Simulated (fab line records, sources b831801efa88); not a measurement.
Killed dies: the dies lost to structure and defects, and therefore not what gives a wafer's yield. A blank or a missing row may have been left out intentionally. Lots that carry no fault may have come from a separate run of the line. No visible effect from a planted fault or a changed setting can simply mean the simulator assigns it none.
A lot that was struck, set against a sound lot / flow sky130 / 32 steps out of a route of 708
Sound: these wafers, L915.2, L915.3, L915.4. Struck: wafers L926.1, L926.6 (left out: L926.3, a lot-mate that was not struck); the cause follows at the end.
Per side, at each step with rows, come the tool, then ch with its chambers, and then its first start. Under that, the readings that differ: sound wafers / struck wafers / difference of the means / sigmas: that difference in standard deviations of wafers without a fault.
alike: same words and numbers on both sides, and readings whose means sit less than 2 such deviations apart. not compared: any withheld reading, any reading some wafer has no value for, any bound like >300 that may hide the same value, and any number with overlapping values for which the record gives no deviation.
A row with sigmas, a row that says differs or no value, or rows on one side alone: a step with any of these is where the two part. Numbers that have no deviation but don't overlap get no sigmas and don't part them. A reading that every wafer of one side lacks parts them only if that side has two wafers or more.

first, 1 step without rows for these wafers: SKY_VIA1_ETCH_15 (etches SiO2 in C4F8/O2/Ar, stops on TiN, target depth 351 nm, time 54 s).
SKY_VIA1_STRIP_16: strips in O2/N2.
  sound on plasma asher-01 ch 0,1, day 35 16:26; struck on plasma asher-03 ch 0,1, day 39 11:52
reading=drypump motor current A (A); sound=6.52 6.24 6.52; struck=5.51 5.93; difference=-0.71; sigmas=-3
reading=oes product au (a.u.); sound=0.409 0.404 0.408; struck=0.420 0.419; difference=+0.013; sigmas=+3
  alike: strip time to endpoint s
  not compared: rf hours counter h
then, 5 steps without rows for these wafers: SKY_VIA1_STRIP_17 (strips in post etch residue remover, time 1200 s); SKY_VIA1_CLEAN_18 (cleans in IPA, time 180 s); SKY_VIA1_CLEAN_19 (cleans in O3/DIW); SKY_VIA1_SPUTTER_20 (material TiN, target thk 20 nm, time 80 s); SKY_VIA1_CVD_21 (deposits W, target thk 270 nm, time 80.902 s).
SKY_VIA1_RS_MEAS_22: uses a four-point probe to measure.
  sound on film metro-04 at day 35 17:12; struck on film metro-01 at day 39 12:37
  alike: VIA1_W_RS
SKY_VIA1_THK_MEAS_23: measures by xrf.
  sound on film metro-04 at day 35 17:19; struck on film metro-01 at day 39 12:44
  alike: VIA1_W_THK
then, 3 steps without rows for these wafers: SKY_VIA1_CMP_24 (polishes, stops on SiO2, t overpolish 15 s, target thk 0 nm); SKY_METAL2_SPUTTER_00 (material Ti, target thk 15 nm, time 10 s); SKY_METAL2_SPUTTER_01 (material TiN, target thk 20 nm, time 16.7 s).
SKY_METAL2_SPUTTER_02: material AlCu, target thk 250 nm, time 13.3 s.
  sound on pvd sputter-01 at day 35 17:43; struck on pvd sputter-03 at day 39 13:08
reading=model.AlCu_of_METAL2_SPUTTER_02.thk nm (nm); sound=252.6 249.6 248.9; struck=306.1 305.7; difference=+55.5; sigmas=
  alike: throttle valve pct
SKY_METAL2_SPUTTER_03: material Ti, target thk 5 nm, time 3.3 s.
  sound on pvd sputter-01 at day 35 17:44; struck on pvd sputter-03 at day 39 13:10
  alike: throttle valve pct
SKY_METAL2_SPUTTER_04: material TiN, target thk 70 nm, time 58.3 s.
  sound on pvd sputter-01 at day 35 17:45; struck on pvd sputter-03 at day 39 13:11
  alike: throttle valve pct
SKY_METAL2_RS_MEAS_05: uses a four-point probe to measure.
  sound on film metro-01 at day 35 17:49; struck on film metro-01 at day 39 13:14
reading=METAL2_ALCU_RS (ohm/sq); sound=0.1252 0.1270 0.1273; struck=0.1028 0.1030; difference=-0.0236; sigmas=-18
SKY_METAL2_THK_MEAS_06: measures by xrf.
  sound on film metro-01 at day 35 17:56; struck on film metro-01 at day 39 13:21
reading=METAL2_ALCU_THK (nm); sound=255.1 250.8 251.2; struck=306.2 308.2; difference=+54.8; sigmas=+20
then, 8 steps without rows for these wafers: SKY_METAL2_DEHYDRATE_07 (time 60 s); SKY_METAL2_HMDS_08 (prime time 60 s); SKY_METAL2_COAT_09 (resist thk 60 nm); SKY_METAL2_COAT_10 (resist thk 450 nm); SKY_METAL2_SOFTBAKE_11 (time 90 s); SKY_METAL2_EXPOSE_12 (exposes mask MM2, target cd 140 nm); SKY_METAL2_PEB_13; SKY_METAL2_DEVELOP_14 (develop time 60 s).
SKY_METAL2_CD_MEAS_15: target cd 140 nm.
  sound on cd sem-02 at day 36 20:02; struck on cd sem-02 at day 40 13:55
  alike: cd nm
SKY_METAL2_OVL_MEAS_16:
  sound on overlay-02 at day 36 20:08; struck on overlay-02 at day 40 14:02
  alike: METAL2_OVL
SKY_METAL2_DESCUM_17: chemistry O2, time 8 s.
  sound on rie metal-02 ch 0,1, day 36 20:10; struck on rie metal-01 ch 0, day 40 14:04
  alike: drypump motor current A, he backside leak sccm, oes product au, temp c
  not compared: rf hours counter h
SKY_METAL2_ETCH_18: etches BARC in N2/H2, stops on SiO2, time 45.9 s, target depth 60 nm.
  sound on rie metal-02 ch 0,1, day 36 20:12; struck on rie metal-01 ch 0, day 40 14:06
  alike: drypump motor current A, he backside leak sccm, oes product au, throttle valve pct
  not compared: rf hours counter h
SKY_METAL2_METAL_ETCH_19: etches the open film in Cl2/BCl3, stops on SiO2, target depth 360 nm, time 78 s.
  sound on rie metal-02 ch 0,1, day 36 20:16; struck on rie metal-01 ch 0, day 40 14:10
reading=oes product au (a.u.); sound=0.860 0.843 0.853; struck=0.885 0.879; difference=+0.030; sigmas=+5
  alike: drypump motor current A, he backside leak sccm, throttle valve pct
  not compared: rf hours counter h
then, 1 step without rows for these wafers: SKY_METAL2_STRIP_20 (strips in O2/N2).
-- the record jumps here: 9 days lie between the struck wafers' starts before and after (it left off in module METAL2 and takes up again in module PAD_OPEN, whose first step shown is number 708 of the route) --
SKY_PAD_OPEN_PROBE_99:
  sound on prober-01 at day 47 01:33; struck on prober-02 at day 50 01:03
reading=killed at front end; sound=8 12 8; struck=21 18; difference=+10; sigmas=+2
reading=model.etest.met2.line ohm um; sound=0.877 0.9235 0.9177; struck=0.7404 0.7405; difference=-0.1656; sigmas=
reading=model.etest.met2.rs ohm sq; sound=0.1263 0.1282 0.1293; struck=0.1036 0.1037; difference=-0.0243; sigmas=
  alike: defect limited yield, killed_at_M0_to_M3, killed_at_M4_up, killed at contacts, killed at other, killed dies, killed open, killed short, sort_bin_3_pad_short, sort_bin_5_function, sort_bin_6_memory, sort n pass, sort yield pct

WHERE THEY PART
Earliest at SKY_VIA1_STRIP_16; latest, in this record, at SKY_PAD_OPEN_PROBE_99.

WHY: what the simulator had put in
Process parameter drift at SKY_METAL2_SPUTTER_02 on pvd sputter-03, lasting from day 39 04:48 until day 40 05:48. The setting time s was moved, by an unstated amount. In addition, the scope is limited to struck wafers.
